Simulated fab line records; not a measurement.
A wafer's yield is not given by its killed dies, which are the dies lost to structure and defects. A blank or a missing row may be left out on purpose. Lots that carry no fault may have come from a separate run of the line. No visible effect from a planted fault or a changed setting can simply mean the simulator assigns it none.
A single fault, viewed from 2 desks + flow gf180mcu + what lay behind the numbers comes last; until then each desk has only its own

## DESK OF THE TOOL OWNER: lithoTrack-02
The tool's own readings at GF_NSD_COAT_02 (resist thk 1000 nm): means of the sampled wafers that have a number, for each lot that ran on this tool. Marked OUT: a lot whose mean sits more than 4 standard deviations from the usual mean, which makes it out of limits; the brackets give that distance.
Columns: A = chillPlateTempC at GF_NSD_COAT_02, usual 23.01 C; B = dispensePressureKPa at GF_NSD_COAT_02, usual 49.7 kPa; C = exhaustPa at GF_NSD_COAT_02, usual 45.1 Pa
| lot  | first seen here | A     | B    | C    |
|------|-----------------|-------|------|------|
| L880 | day 12 21:44    | 22.98 | 49.4 | 45.9 |
| L895 | day 18 09:47    | 23.07 | 49.4 | 43.8 |
| L900 | day 19 22:19    | 22.96 | 49.4 | 44.2 |
| L901 | day 20 05:40    | 23.09 | 49.4 | 45.2 |
| L902 | day 20 12:44    | 22.97 | 49.4 | 44.5 |
| L903 | day 20 16:32    | 23.16 | 49.4 | 43.8 |
This desk's finding: nothing out of limits on any of the 6 lots.

## THE METROLOGY DESK
What the gauges read for every lot (on any tool): the sampled wafers with a number, averaged. Marked OUT: a lot whose mean sits more than 4 standard deviations from the usual mean, which makes it out of limits; the brackets give that distance.
Columns: A = cdNm at GF_HV_LDD_CD_MEAS_07, usual 400.1 nm; B = HV_LDD_2_TW at GF_HV_LDD_TW_MEAS_23, usual 1050; C = cdNm at GF_NSD_CD_MEAS_07, usual 399.9 nm; D = PSD_TW at GF_PSD_TW_MEAS_11, usual 3219
| lot  | first seen here | A     | B    | C     | D              |
|------|-----------------|-------|------|-------|----------------|
| L880 | day 10 00:19    | 401.4 | 1041 | 401.0 | 3167           |
| L883 | day 10 22:28    | 402.9 | 1056 | 402.2 | 3262           |
| L884 | day 11 03:52    | 400.4 | 1060 | 398.2 | 3155           |
| L885 | day 11 13:50    | 399.3 | 1045 | -     | 4253 (+30) OUT |
| L886 | day 11 21:37    | 402.4 | 1037 | -     | 4328 (+32) OUT |
| L887 | day 12 04:11    | 399.1 | 1041 | -     | 4248 (+29) OUT |
| L895 | day 14 22:45    | 392.2 | 1050 | 397.8 | 3231           |
| L896 | day 15 05:09    | 399.0 | 1055 | 401.2 | 3257           |
| L898 | day 15 15:31    | 400.0 | 1052 | 402.6 | 3200           |
| L900 | day 16 08:44    | 402.3 | 1039 | 401.2 | 3234           |
| L901 | day 16 15:58    | 401.4 | 1036 | 396.6 | 3245           |
| L902 | day 16 21:55    | 400.2 | 1065 | 399.0 | 3203           |
| L903 | day 17 02:05    | 400.9 | 1057 | 401.6 | 3251           |
Finding of this desk: L885, L886, L887 out of limits, first seen on L885 at day 16 00:11 (PSD_TW at GF_PSD_TW_MEAS_11). L880, L883, L884, L895, L896, L898, L900, L901, L902, L903: within limits.

## ALL TOGETHER
On L885, L886, L887, the metrology desk was in a position to raise an alarm at day 16 00:11.
The tool owner's desk saw nothing out of limits.
The tool owner's desk has no number on record for L885, L886, L887.
GF_NSD_COAT_02 was run on lithoTrack-02 by each of the lots named.

## WHAT HAD BEEN PUT IN BY THE SIMULATOR
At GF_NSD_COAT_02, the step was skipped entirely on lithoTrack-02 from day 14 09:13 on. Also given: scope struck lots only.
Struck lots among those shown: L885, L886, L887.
Time in hours between the start of the fault and the first out-of-limits reading at each desk: metrology desk, 39.
